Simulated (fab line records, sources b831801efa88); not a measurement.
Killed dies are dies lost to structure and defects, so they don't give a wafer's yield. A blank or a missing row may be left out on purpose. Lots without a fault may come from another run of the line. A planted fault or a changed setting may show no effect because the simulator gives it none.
fab line records | flow sfq_line
record lots=14 wafers=42 last_day=92
route steps=325 shown A5B@209 M7@285 M8@325
lots that met no fault: from a run of the same line without faults
start_h: hours from the record's first day to the start of the lot's first wafer shown | wait_h: hours since the lot's step before | " the same as in the row above | L1.1+2: a row that stands for several wafers | - no value, or no start given | * or withheld: withheld | < > ~ a bound
route shown NAME@n: a module of which the file shows steps, and the number in the route of the first | usual: mean/standard deviation of fault-free wafers | same: alike in all rows | chamber/n: place in a boat | sites: the reading at each site | _std_site: their standard deviation | _edge_site: outer sites' mean less inner sites' | radius_mm: how far each site lies from the wafer's centre | mask NAME#n: copy n | behind: the tool/chamber that last shaped the wafer | hold: why the lot was held/for how many hours/how that ended | device: the transistor (n, p or np) that didn't switch | end of line: the same wafers' tests at the end of the route | a step without rows: its recipe alone | killed: dies lost to structure and defects at the first sort, not the wafer's yield | map: a wafer's dies, x killed, . not, _ none there
set.NAME: the setting as run; set.NAME@STEP: as run at that earlier step | model.NAME: the simulator's own value behind a step, which no gauge read
steps of the route over a sample of lots; a table a step, a row a wafer
services: from which hour (start_h, from the record's first day; less than 0 if before it) a tool's chamber was out of use, for how many hours, and why
## steps
# step SFQ_TRILAYER_A5B_DEP_PECVD_129
# recipe material=SiO2 temp_c=150 time_s=133.33 pressure_torr=2.4 rf_w=183.3 precursor=SiH4/N2O target_thk_nm=600
# usual heater_power_w=83/17 throttle_valve_pct=24.9/1.8
# columns lot.wafer tool chamber start_h wait_h heater_power_w throttle_valve_pct
L933.2 pecvd-04 1 1429.91 0.0 61 26.5
L933.5 " 0 " " 67 26.2
L933.6 " 1 " " 62 26.5
L934.2 pecvd-03 0 1432.31 0.0 82 27.5
L934.5 " 1 " " 64 24.7
L934.6 " 2 " " 103 26.7
L935.1 pecvd-01 1 1433.51 0.0 109 21.9
L935.4 " 2 " " 74 23.0
L935.5 " 1 " " 115 21.9
L937.4 pecvd-01 2 1439.56 0.0 89 23.1
L937.5 " 0 " " 88 23.0
L937.6 " 1 " " 116 21.8
L939.1 pecvd-04 2 1445.51 0.0 77 24.8
L939.2 " 1 " " 56 26.6
L939.4 " 0 " " 69 26.4
L940.2 pecvd-04 2 1448.59 0.0 83 25.1
L940.3 " 1 " " 55 26.4
L940.6 " 1 " " 60 26.5
L943.1 pecvd-01 0 1459.39 0.0 82 23.1
L943.4 " 2 " " 83 22.9
L943.6 " 1 " " 115 22.0
L944.1 pecvd-04 2 1460.61 0.0 86 24.9
L944.3 " 0 " " 64 26.3
L944.4 " 1 " " 63 26.3
L948.1 pecvd-03 1 1471.39 0.0 79 24.8
L948.2 " 2 " " 92 26.6
L948.5 " 0 " " 81 27.4
L949.2 pecvd-04 1 1538.38 0.0 64 26.9
L949.3 " 2 " " 79 25.1
L949.6 " 1 " " 64 26.8
L952.2 pecvd-04 1 1549.18 0.0 62 26.7
L952.5 " 0 " " 60 26.8
L952.6 " 2 " " 75 25.0
L953.1 pecvd-01 0 1592.38 0.0 76 23.4
L953.3 " 1 " " 127 22.5
L953.5 " 0 " " 79 23.2
L954.2 pecvd-01 1 1606.91 0.0 116 22.5
L954.4 " 1 " " 120 22.3
L954.6 " 0 " " 86 23.2
L955.3 pecvd-03 0 1611.71 0.0 74 27.7
L955.4 " 2 " " 100 26.9
L955.5 " 0 " " 79 27.6
# step SFQ_TRILAYER_M7_LITHO_COAT_182
# recipe resist=BARC spin_rpm=3000 resist_thk_nm=62
# usual chill_plate_temp_C=22.98/0.12 spin_speed_rpm=3000.3/2
# columns lot.wafer tool chamber start_h wait_h chill_plate_temp_C spin_speed_rpm
L933.2 litho_track-03 0 1707.72 0.1 22.86 2999.2
L933.5 " 0 " " 22.96 2998.2
L933.6 " 0 " " 22.92 2999.6
L934.2 litho_track-02 0 1798.89 0.1 23.32 3004.0
L934.5 " 0 " " 23.29 3002.8
L934.6 " 0 " " 22.96 2999.8
L935.1 litho_track-02 0 1803.85 0.1 22.95 3003.7
L935.4 " 0 " " 22.95 3003.3
L935.5 " 0 " " 22.96 3000.0
L937.4 litho_track-02 0 1812.43 0.2 23.06 2999.7
L937.5 " 0 " " 22.88 2999.2
L937.6 " 0 " " 22.97 2998.8
L939.1 litho_track-03 0 1819.48 0.1 22.99 3000.6
L939.2 " 0 " " 22.93 3003.8
L939.4 " 0 " " 22.82 2998.6
L940.2 litho_track-03 0 1820.75 0.1 23.04 3001.1
L940.3 " 0 " " 23.28 3003.5
L940.6 " 0 " " 23.22 2999.6
L943.1 litho_track-03 0 1920.23 0.1 22.74 3000.5
L943.4 " 0 " " 22.87 3001.0
L943.6 " 0 " " 22.83 3000.1
L944.1 litho_track-02 0 1925.03 0.1 22.93 2997.7
L944.3 " 0 " " 22.90 2997.6
L944.4 " 0 " " 22.89 3001.1
L948.1 litho_track-03 0 1948.08 0.1 22.87 3195.6
L948.2 " 0 " " 22.86 3195.2
L948.5 " 0 " " 22.91 3195.5
L949.2 litho_track-03 0 1952.93 0.1 22.89 3198.5
L949.3 " 0 " " 22.90 3196.9
L949.6 " 0 " " 22.81 3197.1
L952.2 litho_track-02 0 1999.86 0.1 22.94 2999.1
L952.5 " 0 " " 23.00 2997.7
L952.6 " 0 " " 22.94 2998.9
L953.1 litho_track-02 0 2024.48 0.1 22.86 2998.0
L953.3 " 0 " " 22.90 2996.7
L953.5 " 0 " " 22.64 3001.1
L954.2 litho_track-03 0 2034.13 0.1 22.93 3001.8
L954.4 " 0 " " 22.94 3002.7
L954.6 " 0 " " 23.07 3001.4
L955.3 litho_track-02 0 2037.78 0.1 23.20 2999.7
L955.4 " 0 " " 23.17 2999.5
L955.5 " 0 " " 23.17 2999.9
# step SFQ_TRILAYER_M7_STRIP_STRIP_181
# recipe gas=O2 power_w=200 platen_temp_c=40 overash_fraction=0.65 chemistry=O2 pressure_mtorr=50
# usual chamber_pressure_mTorr=50.00/0.048 drypump_motor_current_A=5.70/0.22 oes_product_au=1.001/0.0086
# columns lot.wafer tool chamber start_h wait_h chamber_pressure_mTorr drypump_motor_current_A oes_product_au rf_hours_counter_h
L933.2 rie_metal-03 0 1711.33 0.1 49.93 5.89 0.993 78
L933.5 " 0 " " 50.01 5.94 1.009 -
L933.6 " 1 " " 50.00 5.75 1.000 -
L934.2 rie_metal-03 1 1801.43 0.1 49.99 5.73 0.997 56
L934.5 " 1 " " 50.08 5.73 0.997 -
L934.6 " 0 " " 49.99 5.90 1.001 -
L935.1 rie_metal-01 0 1807.36 0.1 49.97 5.52 1.008 116
L935.4 " 0 " " 50.04 5.53 1.014 -
L935.5 " 1 " " 50.00 5.45 1.006 -
L937.4 rie_metal-01 0 1817.44 0.2 49.96 5.52 1.013 -
L937.5 " 1 " " 50.00 5.43 0.999 -
L937.6 " 0 " " 49.93 5.51 1.011 -
L939.1 rie_metal-04 0 1822.04 0.1 50.06 5.78 0.991 81
L939.2 " 1 " " 50.00 6.13 1.001 54
L939.4 " 0 " " 50.08 5.79 0.986 -
L940.2 rie_metal-01 1 1823.24 0.1 50.02 5.46 1.001 97
L940.3 " 1 " " 49.98 5.46 0.999 -
L940.6 " 0 " " 50.00 5.53 1.007 -
L943.1 rie_metal-01 0 1922.70 0.1 50.03 5.50 0.999 133
L943.4 " 0 " " 50.04 5.52 0.994 -
L943.6 " 0 " " 49.98 5.52 1.001 -
L944.1 rie_metal-04 1 2019.84 0.1 50.02 6.17 1.001 71
L944.3 " 1 " " 50.05 6.16 1.008 -
L944.4 " 0 " " 50.02 5.75 1.005 -
L948.1 rie_metal-03 0 2039.04 0.1 50.02 5.91 1.014 123
L948.2 " 1 " " 50.05 5.74 0.994 89
L948.5 " 0 " " 50.05 5.86 1.004 -
L949.2 rie_metal-03 1 2045.65 0.4 50.06 5.73 0.991 -
L949.3 " 1 " " 50.05 5.74 0.992 -
L949.6 " 1 " " 49.95 5.78 0.992 -
L952.2 rie_metal-04 1 2089.37 0.1 50.00 6.16 0.999 80
L952.5 " 0 " " 49.99 5.78 0.989 -
L952.6 " 1 " " 50.08 6.12 0.999 -
L953.1 rie_metal-01 0 2109.30 0.2 50.05 5.51 1.017 23
L953.3 " 0 " " 49.94 5.53 1.010 -
L953.5 " 0 " " 49.98 5.52 1.013 -
L954.2 rie_metal-01 0 2114.30 0.4 49.99 5.51 1.002 -
L954.4 " 0 " " 50.03 5.50 1.005 -
L954.6 " 0 " " 50.04 5.49 1.005 -
L955.3 rie_metal-01 1 2117.72 0.2 49.97 5.46 0.986 -
L955.4 " 0 " " 49.97 5.52 1.005 -
L955.5 " 1 " " 49.98 5.45 0.999 -
# step SFQ_M8_BOW_MEAS_951
# recipe mode=bow
# usual M8_BOW=7/11
# columns lot.wafer tool chamber start_h wait_h M8_BOW[um]
L933.2 film_metro-04 - 1897.05 0.0 5
L933.5 " - " " 7
L933.6 " - " " 6
L934.2 film_metro-02 - 1908.28 0.0 7
L934.5 " - " " 16
L934.6 " - " " 6
L935.1 film_metro-03 - 1914.26 0.0 3
L935.4 " - " " -1
L935.5 " - " " -9
L937.4 film_metro-02 - 1938.60 0.1 -8
L937.5 " - " " -4
L937.6 " - " " -12
L939.1 film_metro-02 - 1948.71 0.0 0
L939.2 " - " " 18
L939.4 " - " " 1
L940.2 film_metro-03 - 1951.14 0.0 -8
L940.3 " - " " -3
L940.6 " - " " -8
L943.1 film_metro-03 - 2031.71 0.0 -7
L943.4 " - " " 3
L943.6 " - " " -5
L944.1 film_metro-03 - 2054.19 0.0 6
L944.3 " - " " 15
L944.4 " - " " 16
L948.1 film_metro-02 - 2060.19 0.0 11
L948.2 " - " " 18
L948.5 " - " " 31
L949.2 film_metro-04 - 2078.81 0.0 36
L949.3 " - " " 16
L949.6 " - " " 21
L952.2 film_metro-02 - 2107.97 0.0 15
L952.5 " - " " 28
L952.6 " - " " 8
L953.1 film_metro-03 - 2189.10 0.0 3
L953.3 " - " " 9
L953.5 " - " " 4
L954.2 film_metro-04 - 2192.66 0.0 -8
L954.4 " - " " 12
L954.6 " - " " 9
L955.3 film_metro-03 - 2196.89 0.0 -2
L955.4 " - " " 7
L955.5 " - " " 2
## services
# columns tool chamber start_h hours kind
pecvd-04 - 1434.15 5.5 pm
rie_metal-04 - 1447.71 1.4 pm
pecvd-01 1 1489.93 15.3 repair
pecvd-03 - 1582.90 5.5 pm
pecvd-03 - 1590.16 0.4 repair
rie_metal-01 - 1601.27 2.8 pm
rie_metal-03 - 1633.16 1.1 repair
pecvd-04 - 1653.93 6.0 pm
rie_metal-03 - 1668.01 2.4 repair
rie_metal-03 - 1672.82 28.1 pm
pecvd-01 2 1682.89 18.8 repair
rie_metal-03 - 1716.63 1.1 repair
pecvd-01 0 1762.09 27.3 repair
pecvd-01 2 1769.51 8.9 repair
pecvd-04 1 1891.42 11.8 repair
pecvd-01 2 1899.63 6.6 repair
rie_metal-03 - 1921.86 2.8 pm
pecvd-01 - 1959.81 2.8 pm
rie_metal-03 0 1993.56 3.7 repair
pecvd-04 - 2008.94 14.6 pm
pecvd-01 1 2017.02 6.2 repair
pecvd-04 - 2055.75 14.0 pm
pecvd-01 - 2082.81 1.3 repair
pecvd-04 - 2093.41 0.8 repair
## key
first_sign step=SFQ_TRILAYER_M7_LITHO_COAT_182 reading=spin_speed_rpm direction=up sigmas=97 usual=3000.3 struck=3196.4
effect none on later readings
met_at SFQ_TRILAYER_M7_LITHO_COAT_182
struck_lots L948,L949
not_acting_at SFQ_TRILAYER_A5B_DEP_PECVD_129,SFQ_TRILAYER_M7_STRIP_STRIP_181,SFQ_M8_BOW_MEAS_951
onset_between 1920.23 1948.08
fault kind=process_parameter_drift tool=litho_track-03 chamber=- onset_h=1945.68 steps=SFQ_TRILAYER_M7_LITHO_COAT_182 channel=spin_rpm offset=195.54 shape=step end_h=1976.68 acts_in=these_recipes_only stated=3000
